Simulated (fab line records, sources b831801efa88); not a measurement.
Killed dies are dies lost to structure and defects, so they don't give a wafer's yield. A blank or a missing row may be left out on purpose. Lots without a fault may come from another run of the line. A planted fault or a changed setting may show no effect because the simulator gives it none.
fab line records | flow sky130
record lots=5 wafers=15 last_day=49
route steps=708 shown DNWELL@41 PWDE@45 NWELL@56 PAD_OPEN@708
lots that met no fault: from a run of the same line without faults
start_h: hours from the record's first day to the start of the lot's first wafer shown | wait_h: hours since the lot's step before | " the same as in the row above | L1.1+2: a row that stands for several wafers | - no value, or no start given | * or withheld: withheld | < > ~ a bound
route shown NAME@n: a module of which the file shows steps, and the number in the route of the first | usual: mean/standard deviation of fault-free wafers | same: alike in all rows | chamber/n: place in a boat | sites: the reading at each site | _std_site: their standard deviation | _edge_site: outer sites' mean less inner sites' | radius_mm: how far each site lies from the wafer's centre | mask NAME#n: copy n | behind: the tool/chamber that last shaped the wafer | hold: why the lot was held/for how many hours/how that ended | device: the transistor (n, p or np) that didn't switch | end of line: the same wafers' tests at the end of the route | a step without rows: its recipe alone | killed: dies lost to structure and defects at the first sort, not the wafer's yield | map: a wafer's dies, x killed, . not, _ none there
set.NAME: the setting as run; set.NAME@STEP: as run at that earlier step | model.NAME: the simulator's own value behind a step, which no gauge read
lots at some steps of the route; a table a step, a row a wafer
services: from which hour (start_h, from the record's first day; less than 0 if before it) a tool's chamber was out of use, for how many hours, and why
## steps
# step SKY_DNWELL_DEVELOP_06
# recipe wall_angle_deg=90 developer=TMAH develop_time_s=60 dev_temp_c=23
# step SKY_DNWELL_IMPLANT_07
# recipe species=P energy_kev=withheld dose_cm2=withheld tilt_deg=withheld
# step SKY_DNWELL_STRIP_08
# recipe chemistry=O2/N2 power_w=1400 pressure_mtorr=1500 platen_temp_c=withheld o2_flow_sccm=3000 n2_flow_sccm=300 overash_fraction=0.5
# step SKY_PWDE_DEHYDRATE_00
# recipe temp_c=200 time_s=60
# step SKY_PWDE_HMDS_01
# recipe prime_time_s=60 prime_temp_c=120
# step SKY_PWDE_COAT_02
# recipe spin_rpm=2000 resist_thk_nm=3000
# step SKY_PWDE_SOFTBAKE_03
# recipe temp_c=110 time_s=withheld
# step SKY_PWDE_EXPOSE_04
# recipe mask_id=PWDEM na=0.6 source_shape=conventional sigma_outer=0.6 polarization=unpolarized target_cd_nm=840 dose_mj=214
# step SKY_PWDE_PEB_05
# recipe temp_c=115 time_s=withheld
# step SKY_PWDE_DEVELOP_06
# recipe wall_angle_deg=90 developer=TMAH develop_time_s=60 dev_temp_c=23
# step SKY_PWDE_IMPLANT_08
# recipe species=B energy_kev=150 dose_cm2=3.6e+12 tilt_deg=withheld
# usual beam_on_s=10.01/0.18 faraday_current_uA=20.3/0.37
# columns lot.wafer tool chamber start_h wait_h beam_on_s faraday_current_uA
L137.3 implanter-01 0 74.32 0.1 9.74 20.8
L137.5 " 0 " " 10.23 19.8
L137.6 " 0 " " 9.75 20.8
L144.3 implanter-01 0 128.87 0.1 12.34 16.4
L144.5 " 0 " " 12.33 16.5
L144.6 " 0 " " 12.31 16.5
L148.1 implanter-01 0 143.17 0.0 11.94 17.0
L148.2 " 0 " " 12.27 16.6
L148.3 " 0 " " 11.97 17.0
L149.1 implanter-01 0 144.81 0.0 12.26 16.5
L149.5 " 0 " " 12.32 16.4
L149.6 " 0 " " 12.12 16.8
L153.2 implanter-04 0 170.00 0.0 9.99 20.2
L153.4 " 0 " " 9.92 20.5
L153.5 " 0 " " 10.25 19.8
# step SKY_PWDE_STRIP_09
# recipe chemistry=O2/N2 power_w=1400 pressure_mtorr=1500 platen_temp_c=withheld o2_flow_sccm=3000 n2_flow_sccm=300 overash_fraction=0.5
# step SKY_PWDE_TW_MEAS_10
# usual PWDE_TW=369.0/2.9
# columns lot.wafer tool chamber start_h wait_h PWDE_TW
L137.3 film_metro-04 - 74.54 0.1 370.8
L137.5 " - " " 371.2
L137.6 " - " " 369.4
L144.3 film_metro-04 - 129.09 0.1 393.1
L144.5 " - " " 391.7
L144.6 " - " " 395.9
L148.1 film_metro-01 - 143.42 0.1 391.5
L148.2 " - " " 388.0
L148.3 " - " " 389.7
L149.1 film_metro-02 - 145.06 0.1 395.0
L149.5 " - " " 396.3
L149.6 " - " " 397.8
L153.2 film_metro-04 - 170.23 0.1 367.7
L153.4 " - " " 367.9
L153.5 " - " " 370.3
# step SKY_NWELL_DEHYDRATE_03
# recipe temp_c=200 time_s=60
# step SKY_NWELL_HMDS_04
# recipe prime_time_s=60 prime_temp_c=120
# step SKY_NWELL_COAT_05
# recipe spin_rpm=2000 resist_thk_nm=3000
# step SKY_NWELL_SOFTBAKE_06
# recipe temp_c=110 time_s=withheld
# step SKY_NWELL_EXPOSE_07
# recipe mask_id=NWM na=0.6 source_shape=conventional sigma_outer=0.6 polarization=unpolarized target_cd_nm=840 dose_mj=255
# step SKY_NWELL_PEB_08
# recipe temp_c=115 time_s=withheld
# step SKY_NWELL_DEVELOP_09
# recipe wall_angle_deg=90 developer=TMAH develop_time_s=60 dev_temp_c=23
# step SKY_NWELL_IMPLANT_11
# recipe species=P energy_kev=400 dose_cm2=1.9e+13 tilt_deg=withheld
# step SKY_NWELL_IMPLANT_12
# recipe species=P energy_kev=120 dose_cm2=1.3e+12 tilt_deg=withheld
# step SKY_NWELL_IMPLANT_13
# recipe species=P energy_kev=50 dose_cm2=7e+11 tilt_deg=withheld
# step SKY_NWELL_STRIP_14
# recipe chemistry=O2/N2 power_w=1400 pressure_mtorr=1500 platen_temp_c=withheld o2_flow_sccm=3000 n2_flow_sccm=300 overash_fraction=0.5
# step SKY_NWELL_DEHYDRATE_16
# recipe temp_c=200 time_s=60
# step SKY_NWELL_HMDS_17
# recipe prime_time_s=60 prime_temp_c=120
# step SKY_NWELL_COAT_18
# recipe spin_rpm=2000 resist_thk_nm=3000
# step SKY_NWELL_SOFTBAKE_19
# recipe temp_c=110 time_s=withheld
# step SKY_NWELL_EXPOSE_20
# recipe mask_id=NWM_COMPLEMENT na=0.6 source_shape=conventional sigma_outer=0.6 polarization=unpolarized target_cd_nm=840 dose_mj=260
# step SKY_NWELL_PEB_21
# recipe temp_c=115 time_s=withheld
# step SKY_NWELL_DEVELOP_22
# recipe wall_angle_deg=90 developer=TMAH develop_time_s=60 dev_temp_c=23
# step SKY_NWELL_IMPLANT_24
# recipe species=B energy_kev=140 dose_cm2=9.2e+12 tilt_deg=withheld
# step SKY_NWELL_STRIP_25
# recipe chemistry=O2/N2 power_w=1400 pressure_mtorr=1500 platen_temp_c=withheld o2_flow_sccm=3000 n2_flow_sccm=300 overash_fraction=0.5
# step SKY_NWELL_CLEAN_27
# recipe chemistry=SC1/SC2 mix=1:4:20 temp_c=70 time_s=150 dry=n2_spin
# step SKY_NWELL_RTA_28
# recipe temp_c=1050 time_s=30 idle_temp_c=650 ramp_up_c_per_s=150 ramp_down_c_per_s=90 ambient=N2
# step SKY_NWELL_RS_MEAS_31
# recipe thk_meas_gauge=four-point-probe
# usual PWDE_RS=5276/20
# columns lot.wafer tool chamber start_h wait_h PWDE_RS[ohm/sq]
L137.3 film_metro-01 - 110.01 0.1 5290
L137.5 " - " " 5304
L137.6 " - " " 5303
L144.3 film_metro-01 - 168.66 0.1 4490
L144.5 " - " " 4484
L144.6 " - " " 4478
L148.1 film_metro-04 - 184.42 0.1 4504
L148.2 " - " " 4494
L148.3 " - " " 4506
L149.1 film_metro-04 - 186.76 0.1 4490
L149.5 " - " " 4511
L149.6 " - " " 4488
L153.2 film_metro-01 - 215.54 0.1 5237
L153.4 " - " " 5240
L153.5 " - " " 5230
# step SKY_PAD_OPEN_PROBE_99
# usual killed_at_M0_to_M3=43/6.6 killed_at_M4_up=3.2/1.9 killed_at_contacts=25/5.3 killed_at_front_end=16/4.5 killed_at_other=0.3/0.63 killed_dies=87/8.9 killed_open=48/7.9 killed_short=39/5.3
# same gross_dies=492 killed_at_back_side=0
# columns lot.wafer tool chamber start_h wait_h killed_at_M0_to_M3 killed_at_M4_up killed_at_contacts killed_at_front_end killed_at_other killed_dies killed_open killed_short model.etest.res_p_drift_20v.line_ohm_um model.etest.res_p_drift_20v.rs_ohm_sq model.etest.res_pwde_under_gate.rs_ohm_sq
L137.3 prober-01 - 1088.09 0.2 50 1 25 20 0 96 56 38 1.111e+04 9208 6266
L137.5 prober-01 - 1088.19 0.2 40 5 35 23 0 103 53 49 1.107e+04 9334 6256
L137.6 prober-01 - 1088.24 0.2 35 7 31 16 0 89 44 44 1.177e+04 9972 6222
L144.3 prober-02 - 1139.60 0.2 48 2 22 12 0 84 43 41 1.037e+04 8568 5139
L144.5 prober-02 - 1139.70 0.2 37 2 27 10 0 76 43 33 1.028e+04 8726 5080
L144.6 prober-02 - 1139.75 0.2 44 5 34 13 0 96 63 33 9986 8277 5128
L148.1 prober-01 - 1153.25 0.1 41 3 25 12 0 81 45 36 1.025e+04 8609 5067
L148.2 prober-01 - 1153.30 0.1 45 7 22 17 0 91 49 42 1.035e+04 8631 5143
L148.3 prober-01 - 1153.35 0.2 36 10 20 7 2 75 43 31 9714 8252 5142
L149.1 prober-01 - 1156.91 0.1 52 3 32 12 0 99 61 38 9875 8268 5184
L149.5 prober-01 - 1157.11 0.2 40 1 31 14 0 86 53 33 9130 7695 5217
L149.6 prober-01 - 1157.16 0.2 38 1 24 18 1 82 42 40 8992 7479 5163
L153.2 prober-01 - 1178.34 0.1 40 4 22 20 1 87 40 46 1.026e+04 8415 6117
L153.4 prober-01 - 1178.44 0.2 39 3 34 11 0 87 45 42 1.006e+04 8294 6160
L153.5 prober-01 - 1178.49 0.2 38 5 23 15 1 82 45 37 9854 8052 6162
# killed by level:class
L137.3 CONTACT:geometric_particle:open=12 VIA1:geometric_particle:open=11 VIA2:geometric_particle:open=8 CONTACT:geometric_particle:short=7 VIA3:geometric_particle:open=7 POLY_GATE:geometric_particle:open=6 METAL1:geometric_particle:short=5 VIA1:geometric_particle:short=5
L137.5 VIA1:geometric_particle:open=14 CONTACT:geometric_particle:open=12 CONTACT:geometric_particle:short=8 LI_CONTACT:geometric_particle:open=7 METAL1:geometric_particle:short=6 POLY_GATE:geometric_particle:open=5 LOCAL_INTERCONNECT:geometric_particle:short=5 METAL4:geometric_particle:short=5
L137.6 CONTACT:geometric_particle:open=11 LI_CONTACT:geometric_particle:open=7 VIA1:geometric_particle:open=7 METAL1:geometric_particle:short=6 CONTACT:geometric_particle:short=5 VIA1:geometric_particle:short=5 METAL2:geometric_particle:short=5 VIA3:geometric_particle:open=5
L144.3 VIA1:geometric_particle:open=15 CONTACT:geometric_particle:short=8 METAL2:geometric_particle:short=7 METAL1:geometric_particle:short=6 CONTACT:geometric_particle:open=5 VIA2:geometric_particle:open=5 VIA1:geometric_particle:short=4 LI_CONTACT:geometric_particle:open=4
L144.5 CONTACT:geometric_particle:open=9 VIA1:geometric_particle:open=9 VIA3:geometric_particle:open=7 LI_CONTACT:geometric_particle:open=6 VIA2:geometric_particle:open=5 LOCAL_INTERCONNECT:geometric_particle:short=4 METAL1:geometric_particle:short=4 METAL2:geometric_particle:short=4
L144.6 VIA2:geometric_particle:open=12 VIA1:geometric_particle:open=10 CONTACT:geometric_particle:open=10 VIA3:geometric_particle:open=10 LI_CONTACT:geometric_particle:open=8 LOCAL_INTERCONNECT:geometric_particle:short=8 METAL1:geometric_particle:short=5 POLY_GATE:geometric_particle:open=4
L148.1 VIA1:geometric_particle:open=10 LI_CONTACT:geometric_particle:open=8 CONTACT:geometric_particle:open=8 VIA3:geometric_particle:open=6 VIA2:geometric_particle:open=6 METAL1:geometric_particle:short=4 POLY_GATE:geometric_particle:short=4 CONTACT:geometric_particle:short=4
L148.2 VIA1:geometric_particle:open=13 CONTACT:geometric_particle:open=8 LI_CONTACT:geometric_particle:open=7 METAL1:geometric_particle:short=7 FIELD_ISO:geometric_particle:short=5 METAL4:geometric_particle:short=5 VIA3:geometric_particle:open=5 VIA2:geometric_particle:short=4
L148.3 VIA2:geometric_particle:open=9 VIA1:geometric_particle:open=9 METAL4:geometric_particle:short=7 LI_CONTACT:geometric_particle:open=6 CONTACT:geometric_particle:open=6 METAL1:geometric_particle:short=6 LI_CONTACT:geometric_particle:short=5 METAL2:geometric_particle:short=4
L149.1 VIA1:geometric_particle:open=12 VIA3:geometric_particle:open=11 CONTACT:geometric_particle:open=10 LI_CONTACT:geometric_particle:open=10 CONTACT:geometric_particle:short=6 METAL3:geometric_particle:short=5 VIA2:geometric_particle:open=5 VIA1:geometric_particle:short=4
L149.5 CONTACT:geometric_particle:open=17 VIA1:geometric_particle:open=10 LI_CONTACT:geometric_particle:open=8 METAL2:geometric_particle:short=5 VIA1:geometric_particle:short=4 POLY_GATE:geometric_particle:short=4 POLY_GATE:geometric_particle:open=4 VIA2:geometric_particle:short=4
L149.6 CONTACT:geometric_particle:open=12 METAL2:geometric_particle:short=8 VIA1:geometric_particle:open=7 CONTACT:geometric_particle:short=6 VIA3:geometric_particle:open=6 FIELD_ISO:geometric_particle:open=4 FIELD_ISO:geometric_particle:short=4 VIA1:geometric_particle:short=4
L153.2 FIELD_ISO:geometric_particle:short=12 CONTACT:geometric_particle:open=11 CONTACT:geometric_particle:short=7 VIA3:geometric_particle:open=7 VIA2:geometric_particle:open=6 METAL1:geometric_particle:short=6 VIA1:geometric_particle:open=6 METAL2:geometric_particle:short=5
L153.4 CONTACT:geometric_particle:open=14 CONTACT:geometric_particle:short=8 LI_CONTACT:geometric_particle:open=7 METAL3:geometric_particle:short=7 VIA1:geometric_particle:short=6 VIA1:geometric_particle:open=6 METAL1:geometric_particle:short=5 METAL2:geometric_particle:short=4
L153.5 CONTACT:geometric_particle:open=12 VIA2:geometric_particle:open=8 VIA1:geometric_particle:open=7 METAL1:geometric_particle:short=5 FIELD_ISO:geometric_particle:open=4 CONTACT:geometric_particle:short=4 LI_CONTACT:geometric_particle:short=4 METAL2:geometric_particle:short=4
## services
# columns tool chamber start_h hours kind
implanter-01 - 53.65 6.5 pm
## key
first_sign step=SKY_PWDE_IMPLANT_08 reading=beam_on_s direction=up sigmas=12 usual=10.01 struck=12.21
effect step=SKY_PWDE_IMPLANT_08 reading=faraday_current_uA direction=down sigmas=9.8 usual=20.3 struck=16.6
effect step=SKY_PWDE_TW_MEAS_10 reading=PWDE_TW direction=up sigmas=8.3 usual=369.0 struck=393.2
effect step=SKY_NWELL_RS_MEAS_31 reading=PWDE_RS direction=down sigmas=40 usual=5276 struck=4494
model_effect step=SKY_PAD_OPEN_PROBE_99 value=etest.res_p_drift_20v.line_ohm_um without=1.187e+04 struck=9883
met_at SKY_PWDE_IMPLANT_08
struck_wafers L144.3,L144.5,L144.6,L148.1,L148.2,L148.3,L149.1,L149.5,L149.6
tester_left_out L144,L148,L149
onset_between 74.32 128.87
fault kind=process_parameter_drift tool=implanter-01 chamber=- onset_h=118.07 steps=SKY_PWDE_IMPLANT_08 channel=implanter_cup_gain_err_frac offset=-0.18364 shape=step end_h=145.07
# tester_left_out: of these lots the tester's yield and bins aren't shown, on N5 and GAA mostly nor the transistor test; their killed dies are dies lost to structure and defects alone, not to doping, threshold or leakage, so they don't give the yield
